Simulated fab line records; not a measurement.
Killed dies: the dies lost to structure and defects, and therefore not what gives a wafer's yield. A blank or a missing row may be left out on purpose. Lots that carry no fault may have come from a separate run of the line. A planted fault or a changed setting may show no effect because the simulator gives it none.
Matching of chambers | flow sky130 | 3 sister chambers for SKY_CAPM_CVD_00 on pecvd-01
The step deposits SiO2, target thk 15.5 nm. 22 wafers are shown with their chamber, then 11 later ones without.

## WAFERS, EACH WITH ITS CHAMBER
wafer  | chamber | heater_power_outer_w (W) | heater_power_w (W)
L074.3 | 2       | 399                      | 659
L074.4 | 0       | 412                      | 710
L074.6 | 2       | 398                      | 686
L075.2 | 1       | 445                      | 716
L075.3 | 0       | 468                      | 749
L075.5 | 1       | 458                      | 712
L077.2 | 2       | 435                      | 745
L077.4 | 2       | 443                      | 721
L077.5 | 0       | 357                      | 610
L078.1 | 2       | 388                      | 675
L078.2 | 1       | 470                      | 783
L078.3 | 0       | 395                      | 656
L083.1 | 2       | 410                      | 677
L083.3 | 0       | 461                      | 766
L083.5 | 1       | 448                      | 741
L084.1 | 1       | 379                      | 633
L084.4 | 2       | 391                      | 657
L084.6 | 0       | 443                      | 726
L085.1 | 0       | 476                      | 747
L085.4 | 2       | 398                      | 668
L085.5 | 0       | 455                      | 766
L087.1 | 2       | 447                      | 772

SIGNATURES (means of the wafers above)
reading              | chamber 0 | chamber 1 | chamber 2 | scatter within a chamber
heater_power_outer_w | 433.38    | 440.00    | 412.11    | 33.6
heater_power_w       | 716.25    | 717.00    | 695.56    | 50
Rule: for a wafer and a chamber, the distance is found by dividing, reading by reading, the gap between the wafer's reading and the chamber's mean by the reading's scatter, squaring, summing and taking the root. If the next closest chamber is less than 2 further off than the closest, the wafer can't be placed; otherwise it belongs to the closest. The scatter: the root of (the sum of the squares of (reading less its chamber's mean) over the shown wafers, divided by (wafers less chambers)).

## WAFERS WHOSE CHAMBER IS MISSING
wafer  | heater_power_outer_w (W) | heater_power_w (W)
L087.2 | 434                      | 713
L087.3 | 456                      | 735
L089.1 | 403                      | 711
L089.2 | 431                      | 705
L089.4 | 442                      | 715
L096.2 | 350                      | 601
L096.3 | 405                      | 658
L096.5 | 403                      | 681
L097.1 | 447                      | 730
L097.5 | 412                      | 676
L097.6 | 456                      | 757

## WHICH CHAMBER EACH ONE RAN IN
wafer  | from the rows above          | in truth
L087.2 | can't be placed: 0 or 1 or 2 | 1
L087.3 | can't be placed: 1 or 0 or 2 | 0
L089.1 | can't be placed: 2 or 0 or 1 | 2
L089.2 | can't be placed: 0 or 1 or 2 | 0
L089.4 | can't be placed: 1 or 0 or 2 | 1
L096.2 | can't be placed: 2 or 0 or 1 | 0
L096.3 | can't be placed: 2 or 0 or 1 | 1
L096.5 | can't be placed: 2 or 0 or 1 | 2
L097.1 | can't be placed: 1 or 0 or 2 | 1
L097.5 | can't be placed: 2 or 0 or 1 | 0
L097.6 | can't be placed: 1 or 0 or 2 | 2
Placed correctly: 0 of 11. Cannot be placed on the basis of these rows: 11; the candidates contain the true chamber in 11. Wrongly placed: 0.
